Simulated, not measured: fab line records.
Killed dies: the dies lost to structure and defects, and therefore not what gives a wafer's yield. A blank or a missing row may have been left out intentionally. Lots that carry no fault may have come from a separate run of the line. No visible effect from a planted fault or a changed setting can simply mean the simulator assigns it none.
Which tool was responsible? || flow sky130 || 39 wafers from 13 lots sampled at 4 of the route's 708 steps

WHAT THE GAUGES SHOWED, per wafer
SKY_METAL2_THK_MEAS_06: measures by xrf.
{"lot": "L755", "measured": "day 33 23:54", "on": "filmMetro-03", "METAL2_ALCU_THK (nm)": "256 257 252"}
{"lot": "L756", "measured": "day 34 01:52", "on": "filmMetro-03", "METAL2_ALCU_THK (nm)": "248 253 249"}
{"lot": "L757", "measured": "day 34 09:07", "on": "filmMetro-02", "METAL2_ALCU_THK (nm)": "252 254 246"}
{"lot": "L760", "measured": "day 36 03:35", "on": "filmMetro-03", "METAL2_ALCU_THK (nm)": "248 253 250"}
{"lot": "L759", "measured": "day 36 09:23", "on": "filmMetro-02", "METAL2_ALCU_THK (nm)": "250 246 246"}
{"lot": "L758", "measured": "day 36 09:31", "on": "filmMetro-01", "METAL2_ALCU_THK (nm)": "244 243 245"}
{"lot": "L762", "measured": "day 36 10:23", "on": "filmMetro-02", "METAL2_ALCU_THK (nm)": "251 247 250"}
{"lot": "L761", "measured": "day 36 11:53", "on": "filmMetro-03", "METAL2_ALCU_THK (nm)": "248 253 249"}
{"lot": "L763", "measured": "day 36 16:22", "on": "filmMetro-03", "METAL2_ALCU_THK (nm)": "251 251 250"}
{"lot": "L765", "measured": "day 38 02:35", "on": "filmMetro-01", "METAL2_ALCU_THK (nm)": "247 244 247"}
{"lot": "L767", "measured": "day 38 04:28", "on": "filmMetro-02", "METAL2_ALCU_THK (nm)": "251 248 249"}
{"lot": "L771", "measured": "day 38 23:37", "on": "filmMetro-03", "METAL2_ALCU_THK (nm)": "252 248 247"}
{"lot": "L775", "measured": "day 39 23:28", "on": "filmMetro-01", "METAL2_ALCU_THK (nm)": "247 240 242"}

SKY_PASSIVATION_THK_MEAS_03.
{"lot": "L755", "measured": "day 43 19:03", "on": "filmMetro-01", "PASSIVATION_CVD_02_THK (nm)": "535 526 538"}
{"lot": "L756", "measured": "day 44 02:05", "on": "filmMetro-04", "PASSIVATION_CVD_02_THK (nm)": "548 549 532"}
{"lot": "L757", "measured": "day 44 05:01", "on": "filmMetro-04", "PASSIVATION_CVD_02_THK (nm)": "522 548 542"}
{"lot": "L760", "measured": "day 45 15:51", "on": "filmMetro-01", "PASSIVATION_CVD_02_THK (nm)": "526 532 547"}
{"lot": "L759", "measured": "day 45 20:11", "on": "filmMetro-04", "PASSIVATION_CVD_02_THK (nm)": "528 543 535"}
{"lot": "L758", "measured": "day 45 20:40", "on": "filmMetro-04", "PASSIVATION_CVD_02_THK (nm)": "537 536 544"}
{"lot": "L762", "measured": "day 45 22:06", "on": "filmMetro-04", "PASSIVATION_CVD_02_THK (nm)": "526 546 557"}
{"lot": "L761", "measured": "day 46 02:03", "on": "filmMetro-01", "PASSIVATION_CVD_02_THK (nm)": "536 528 549"}
{"lot": "L763", "measured": "day 46 03:09", "on": "filmMetro-04", "PASSIVATION_CVD_02_THK (nm)": "540 545 539"}
{"lot": "L765", "measured": "day 47 07:20", "on": "filmMetro-04", "PASSIVATION_CVD_02_THK (nm)": "533 529 552"}
{"lot": "L767", "measured": "day 47 08:06", "on": "filmMetro-01", "PASSIVATION_CVD_02_THK (nm)": "532 538 536"}
{"lot": "L771", "measured": "day 47 23:00", "on": "filmMetro-01", "PASSIVATION_CVD_02_THK (nm)": "533 541 527"}
{"lot": "L775", "measured": "day 48 17:57", "on": "filmMetro-01", "PASSIVATION_CVD_02_THK (nm)": "530 539 551"}

WHAT TOOL EACH LOT RAN ON (gives the tool, then ch and the chambers of the sampled wafers, and finally the start)
{"lot": "L755", "SKY_METAL2_SPUTTER_04": "pvdSputter-02, day 33 23:43", "SKY_METAL4_SPUTTER_03": "pvdSputter-01, day 39 16:25"}
{"lot": "L756", "SKY_METAL2_SPUTTER_04": "pvdSputter-02, day 34 01:40", "SKY_METAL4_SPUTTER_03": "pvdSputter-01, day 39 21:05"}
{"lot": "L757", "SKY_METAL2_SPUTTER_04": "pvdSputter-02, day 34 08:56", "SKY_METAL4_SPUTTER_03": "pvdSputter-04, day 40 02:46"}
{"lot": "L760", "SKY_METAL2_SPUTTER_04": "pvdSputter-03, day 36 03:25", "SKY_METAL4_SPUTTER_03": "pvdSputter-04, day 41 16:10"}
{"lot": "L759", "SKY_METAL2_SPUTTER_04": "pvdSputter-03, day 36 09:13", "SKY_METAL4_SPUTTER_03": "pvdSputter-01, day 41 22:01"}
{"lot": "L758", "SKY_METAL2_SPUTTER_04": "pvdSputter-04, day 36 09:20", "SKY_METAL4_SPUTTER_03": "pvdSputter-04, day 41 22:31"}
{"lot": "L762", "SKY_METAL2_SPUTTER_04": "pvdSputter-02, day 36 10:11", "SKY_METAL4_SPUTTER_03": "pvdSputter-01, day 41 23:25"}
{"lot": "L761", "SKY_METAL2_SPUTTER_04": "pvdSputter-02, day 36 11:42", "SKY_METAL4_SPUTTER_03": "pvdSputter-01, day 42 03:59"}
{"lot": "L763", "SKY_METAL2_SPUTTER_04": "pvdSputter-04, day 36 16:11", "SKY_METAL4_SPUTTER_03": "pvdSputter-03, day 42 04:13"}
{"lot": "L765", "SKY_METAL2_SPUTTER_04": "pvdSputter-04, day 38 02:23", "SKY_METAL4_SPUTTER_03": "pvdSputter-01, day 43 11:46"}
{"lot": "L767", "SKY_METAL2_SPUTTER_04": "pvdSputter-02, day 38 04:17", "SKY_METAL4_SPUTTER_03": "pvdSputter-03, day 43 11:52"}
{"lot": "L771", "SKY_METAL2_SPUTTER_04": "pvdSputter-02, day 38 23:27", "SKY_METAL4_SPUTTER_03": "pvdSputter-03, day 44 07:28"}
{"lot": "L775", "SKY_METAL2_SPUTTER_04": "pvdSputter-03, day 39 23:17", "SKY_METAL4_SPUTTER_03": "pvdSputter-01, day 45 02:25"}
- SKY_METAL2_SPUTTER_04: material TiN, target thk 70 nm, time 58.3 s.
- SKY_METAL4_SPUTTER_03: material Ti, target thk 5 nm, time 3.3 s.

WHAT THE TOOLS THEMSELVES READ (means of the sampled wafers that have a number; where no wafer has one, the mark that the record gives instead)
SKY_METAL2_SPUTTER_04.
{"lot": "L755", "tool": "pvdSputter-02", "throttleValvePct (%)": 31.1}
{"lot": "L756", "tool": "pvdSputter-02", "throttleValvePct (%)": 31.1}
{"lot": "L757", "tool": "pvdSputter-02", "throttleValvePct (%)": 30.7}
{"lot": "L760", "tool": "pvdSputter-03", "throttleValvePct (%)": 29.4}
{"lot": "L759", "tool": "pvdSputter-03", "throttleValvePct (%)": 28.8}
{"lot": "L758", "tool": "pvdSputter-04", "throttleValvePct (%)": 29.7}
{"lot": "L762", "tool": "pvdSputter-02", "throttleValvePct (%)": 30.8}
{"lot": "L761", "tool": "pvdSputter-02", "throttleValvePct (%)": 30.7}
{"lot": "L763", "tool": "pvdSputter-04", "throttleValvePct (%)": 29.7}
{"lot": "L765", "tool": "pvdSputter-04", "throttleValvePct (%)": 29.6}
{"lot": "L767", "tool": "pvdSputter-02", "throttleValvePct (%)": 31.2}
{"lot": "L771", "tool": "pvdSputter-02", "throttleValvePct (%)": 31.2}
{"lot": "L775", "tool": "pvdSputter-03", "throttleValvePct (%)": 29.8}

SKY_METAL4_SPUTTER_03.
{"lot": "L755", "tool": "pvdSputter-01", "throttleValvePct (%)": 29.8}
{"lot": "L756", "tool": "pvdSputter-01", "throttleValvePct (%)": 29.8}
{"lot": "L757", "tool": "pvdSputter-04", "throttleValvePct (%)": 30.4}
{"lot": "L760", "tool": "pvdSputter-04", "throttleValvePct (%)": 30.3}
{"lot": "L759", "tool": "pvdSputter-01", "throttleValvePct (%)": 29.7}
{"lot": "L758", "tool": "pvdSputter-04", "throttleValvePct (%)": 29.8}
{"lot": "L762", "tool": "pvdSputter-01", "throttleValvePct (%)": 29.5}
{"lot": "L761", "tool": "pvdSputter-01", "throttleValvePct (%)": 29.2}
{"lot": "L763", "tool": "pvdSputter-03", "throttleValvePct (%)": 29.9}
{"lot": "L765", "tool": "pvdSputter-01", "throttleValvePct (%)": 29.6}
{"lot": "L767", "tool": "pvdSputter-03", "throttleValvePct (%)": 29.1}
{"lot": "L771", "tool": "pvdSputter-03", "throttleValvePct (%)": 28.8}
{"lot": "L775", "tool": "pvdSputter-01", "throttleValvePct (%)": 30.1}

THE ANSWER, worked out from the rows above alone
Rule: the usual values come from the lots themselves. The widest of any qualifying gaps counts: lots, ordered by their means at a reading, are off when they make up no more than a third of the lots, leave a main group of 4 or more, and stand apart from it by 3 or more times the standard deviation of that group's means. A main group whose means are all the same, to the digits that the tables above print for the reading, isn't used. A lot without any number at a reading at which 4 lots or more have one is off too. The other lots that the step has rows for count as sound. First the gauges in route order, then the tools' own readings, where a lot's mean is used as printed above. At the first step where some lot is off, the reading lying furthest off is the one used; lots without a number count as furthest.
Nothing can be told from this: no lot is off at any reading shown.

WHAT HAD BEEN PUT IN BY THE SIMULATOR
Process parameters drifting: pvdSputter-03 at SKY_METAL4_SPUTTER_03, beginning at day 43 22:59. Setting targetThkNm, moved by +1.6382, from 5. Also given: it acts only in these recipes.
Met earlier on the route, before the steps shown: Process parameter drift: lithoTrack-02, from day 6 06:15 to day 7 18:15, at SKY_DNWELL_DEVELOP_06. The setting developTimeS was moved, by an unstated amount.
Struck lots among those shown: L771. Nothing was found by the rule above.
